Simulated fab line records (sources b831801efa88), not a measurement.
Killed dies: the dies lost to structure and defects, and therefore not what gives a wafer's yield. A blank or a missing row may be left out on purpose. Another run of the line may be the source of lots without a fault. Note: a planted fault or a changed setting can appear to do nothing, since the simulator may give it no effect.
A single fault, viewed from 2 desks || flow gf180mcu || what lay behind the numbers comes last; until then each desk has only its own

== THE METROLOGY DESK ==
Means of the sampled wafers that have a number, per lot and without regard to the tool the lot ran on: this is what the gauges read. Any lot whose mean is over 4 standard deviations away from the usual mean is out of limits and marked OUT; that distance is given in the brackets.
Columns: A = NWELL_TW at GF_NWELL_TW_MEAS_11, usual 1571; B = LVPWELL_OVL at GF_LVPWELL_OVL_MEAS_07, usual 0.3 nm; C = LVPWELL_TW at GF_LVPWELL_TW_MEAS_11, usual 558; D = MVSD_OVL at GF_MVSD_OVL_MEAS_07, usual 0.5 nm; E = MVSD_TW at GF_MVSD_TW_MEAS_11, usual 1576; F = MVPSD_OVL at GF_MVPSD_OVL_MEAS_07, usual -0.7 nm; G = MVPSD_TW at GF_MVPSD_TW_MEAS_11, usual 553
{"lot": "L965", "first seen here": "day 3 13:33", "A": 1582, "B": 0.6, "C": 554, "D": -2.0, "E": 1564, "F": -0.4, "G": 559}
{"lot": "L967", "first seen here": "day 3 22:43", "A": 1590, "B": -0.6, "C": 555, "D": 1.9, "E": 1581, "F": -0.9, "G": 553}
{"lot": "L974", "first seen here": "day 5 19:43", "A": 1582, "B": 0.6, "C": 559, "D": 1.4, "E": 1577, "F": -0.5, "G": 554}
{"lot": "L976", "first seen here": "day 6 01:43", "A": 1582, "B": 0.0, "C": 553, "D": 2.0, "E": 1575, "F": 0.1, "G": 555}
{"lot": "L980", "first seen here": "day 7 01:28", "A": 1578, "B": 0.9, "C": 560, "D": 0.6, "E": 1561, "F": -0.6, "G": 554}
{"lot": "L985", "first seen here": "day 8 03:48", "A": 1562, "B": 0.9, "C": 555, "D": 1.2, "E": 1580, "F": -1.6, "G": 555}
This desk's verdict: no lot among the 6 shows anything out of limits.

== DESK OF THE TOOL OWNER: implanter-02 ==
The tool's own readings at GF_LVPWELL_IMPLANT_09, given as means over the sampled wafers that have a number, one for each lot that went through this tool. Any lot whose mean is over 4 standard deviations away from the usual mean is out of limits and marked OUT; that distance is given in the brackets.
Columns: A = beam_energy_keV at GF_LVPWELL_IMPLANT_09, usual 60.002
{"lot": "L965", "first seen here": "day 4 02:10", "A": 60.008}
{"lot": "L974", "first seen here": "day 6 10:40", "A": "56.092 (-99 or more) OUT"}
{"lot": "L976", "first seen here": "day 6 17:03", "A": "56.101 (-99 or more) OUT"}
This desk finds L974, L976 out of limits, L974 being first, at day 6 10:40 (beam_energy_keV at GF_LVPWELL_IMPLANT_09). In limits: L965.

== BROUGHT TOGETHER ==
At day 6 10:40, on L974, L976, the tool owner's desk was in a position to raise an alarm.
The metrology desk saw nothing out of limits.
The metrology desk has L974, L976 on record, within its limits.
Every lot named ran GF_LVPWELL_IMPLANT_09 on implanter-02.

== WHAT THE SIMULATOR HAD PUT IN ==
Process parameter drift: implanter-02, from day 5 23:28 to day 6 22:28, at GF_LVPWELL_IMPLANT_09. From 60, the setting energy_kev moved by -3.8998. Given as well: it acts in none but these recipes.
Lots struck among those shown: L974, L976.
How many hours passed from the start of the fault until each desk's first out-of-limits reading: the tool owner's desk, 11.
